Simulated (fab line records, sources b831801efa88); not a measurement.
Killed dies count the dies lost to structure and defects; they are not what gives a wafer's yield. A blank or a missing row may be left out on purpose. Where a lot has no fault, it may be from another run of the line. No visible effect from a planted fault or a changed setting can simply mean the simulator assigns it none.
What tool caused it?	flow gf180mcu	6 lots, 18 wafers sampled, at 2 steps of a route of 602

WHAT EACH GAUGE READ, for each wafer
GF_M4_CD_MEAS_14: the cd target is 280 nm.
lot	measured	on	cd-nm (nm)
L490	day 25 00:13	cd-sem-02	281.7 279.1 279.7
L495	day 26 08:54	cd-sem-02	280.2 280.4 280.3
L498	day 27 14:14	cd-sem-02	279.3 279.6 278.6
L500	day 28 03:01	cd-sem-01	281.2 280.7 280.0
L502	day 28 11:44	cd-sem-02	280.1 280.3 280.8
L509	day 30 13:14	cd-sem-02	281.5 281.5 280.5

WHICH TOOL RAN EACH LOT (tool, then ch and the chambers of the sampled wafers, then the start)
lot	GF_V3_SPUTTER_21
L490	pvd-sputter-04, day 24 01:19
L495	pvd-sputter-01, day 25 11:28
L498	pvd-sputter-04, day 26 16:39
L500	pvd-sputter-02, day 27 06:02
L502	pvd-sputter-04, day 27 15:26
L509	pvd-sputter-02, day 29 18:16
- GF_V3_SPUTTER_21: material Ti, target thk 15 nm, time 80.02 s.

THE ANSWER, worked out from the rows above alone
Rule: what is usual is taken from the lots themselves. The widest of any qualifying gaps counts: lots, ordered by their means at a reading, are off when they make up no more than a third of the lots, leave a main group of 4 or more, and stand apart from it by 3 or more times the standard deviation of that group's means. If all means in a main group match to the digits the tables above print for the reading, that group is not used. A lot without any number at a reading at which 4 lots or more have one is off too. Where the step has rows for the other lots, those lots are counted as sound.
No lot is off on any of the readings shown, so nothing can be concluded from this.

WHAT THE SIMULATOR HAD INSERTED
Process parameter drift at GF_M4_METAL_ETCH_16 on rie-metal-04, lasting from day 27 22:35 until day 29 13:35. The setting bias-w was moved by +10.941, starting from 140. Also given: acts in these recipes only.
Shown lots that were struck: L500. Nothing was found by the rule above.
